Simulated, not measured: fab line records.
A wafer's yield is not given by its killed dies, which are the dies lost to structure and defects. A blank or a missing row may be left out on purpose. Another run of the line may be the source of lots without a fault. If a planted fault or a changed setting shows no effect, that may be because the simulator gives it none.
Code-filled problem report in 8D (eight disciplines) form	flow gf180mcu	the parts of the form that need people (team, actions taken, sign-off) are left out

## 1. WHAT WENT WRONG
Mean M2_ALCU_RS at GF_M2_RS_MEAS_05: 0.0531 ohm/sq over 6 wafers in 2 lots; fault-free wafers: 0.0692 ohm/sq, standard deviation 0.00086. That puts it -19 standard deviations away from the usual mean.
The step: measures by four-point-probe.
The first sign was on wafer L513.2 at day 20 05:50, on film_metro-03. The record holds 33 wafers of 11 lots with a number at this step. By rule, "out" or "out of limits" means more than 4 standard deviations away from the usual mean. Any other wafer with a number is counted as sound.

## 2. WHAT THIS IS AND IS NOT
question	is	is not
which readings at this step	M2_ALCU_RS	-
which lots	L513, L517	L510, L511, L524, L525, L526, L527, L528, L530, L531
which wafers of those lots	all that have a number	-
read on which gauges	film_metro-01, film_metro-03	film_metro-04
when	from day 20 05:50	up to then (6 sound wafers); but 21 sound wafers of L524, L525, L526, L527, L528, L530, L531 came after

## 3. WHAT RULES OUT EACH SUSPECT
Counting: a tool at a process step up to the reading stays a suspect if it ran every lot that is out and no sound lot after the first of them.
- the gauge at GF_M2_RS_MEAS_05 has been ruled out. 2 gauges (film_metro-01, film_metro-03) read the wafers that are out.
- rie_diel-01 at GF_V1_ETCH_16 (etches BARC in N2/H2): ruled out as a lasting fault. Following L513 (day 20 04:14), the first lot on it that is out, the sound lots L525, L530 were run on it.
- pvd_sputter-04 at GF_M2_SPUTTER_02 (material AlCu, target thk 450 nm, time 23.9 s): ruled out as a lasting fault. Following L513 (day 20 05:44), the first lot on it that is out, the sound lots L526, L530 were run on it.
Left after counting: nothing in the record.

## 4. THE CAUSE (what the simulator had put in)
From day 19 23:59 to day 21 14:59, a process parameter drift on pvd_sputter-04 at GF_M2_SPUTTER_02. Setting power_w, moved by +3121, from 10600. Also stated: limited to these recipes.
It was ruled out by counting, in error; the rule expects a fault to strike all lots run on its tool from its start on, and this fault did not.

## 5. THE CHAIN OF EFFECTS, in route order
Each row: a reading where the mean over the struck wafers with a number is more than 3 standard deviations away from the usual. Only readings whose record carries a usual standard deviation are examined. hours: median over the lots of the time between each lot's start at the first step of this table that gives one and its start at this step. sigmas: the change, counted in usual standard deviations.
hours	step	reading	usual	on struck wafers	change	sigmas
0	GF_M2_SPUTTER_02	cathode_dc_power_W	10600 W	13721	+3121	+99 or more
0	GF_M2_RS_MEAS_05	M2_ALCU_RS	0.0692 ohm/sq	0.0531	-0.0161	-19
0	GF_M2_THK_MEAS_06	M2_ALCU_THK	448 nm	584	+136	+23
246	GF_PASSIVATION_PROBE_99	defect_limited_yield	90.2 %	69.3	-20.9	-15
246	GF_PASSIVATION_PROBE_99	killed_at_M0_to_M3	20	122	+102	+22
246	GF_PASSIVATION_PROBE_99	killed_dies	48	151	+103	+15
246	GF_PASSIVATION_PROBE_99	killed_on_rim	9.7	23.3	+13.6	+4.5
246	GF_PASSIVATION_PROBE_99	sort_bin_3_pad_short	0.5 %	21.4	+20.9	+67
246	GF_PASSIVATION_PROBE_99	sort_n_pass	444	341	-103	-15
246	GF_PASSIVATION_PROBE_99	sort_yield_pct	90.2 %	69.3	-20.9	-15
Process steps it contains:
- GF_M2_SPUTTER_02: material AlCu, target thk 450 nm, time 23.9 s.
- GF_PASSIVATION_PROBE_99
At these later measuring or inspecting steps, every struck wafer for which the step has a row has a number for every such reading, and none has moved that far: GF_M2_OVL_MEAS_15.

## 6. HOW IT WOULD HAVE BEEN CAUGHT EARLIER
The first out-of-limits reading at a measuring or inspecting step in this record came at day 20 05:50, 6 hours after the fault's start at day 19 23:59.
The tool's own readings at GF_M2_SPUTTER_02 were out on every struck wafer that the step has a row for (cathode_dc_power_W): an alarm limit on them would have fired on the first of those.
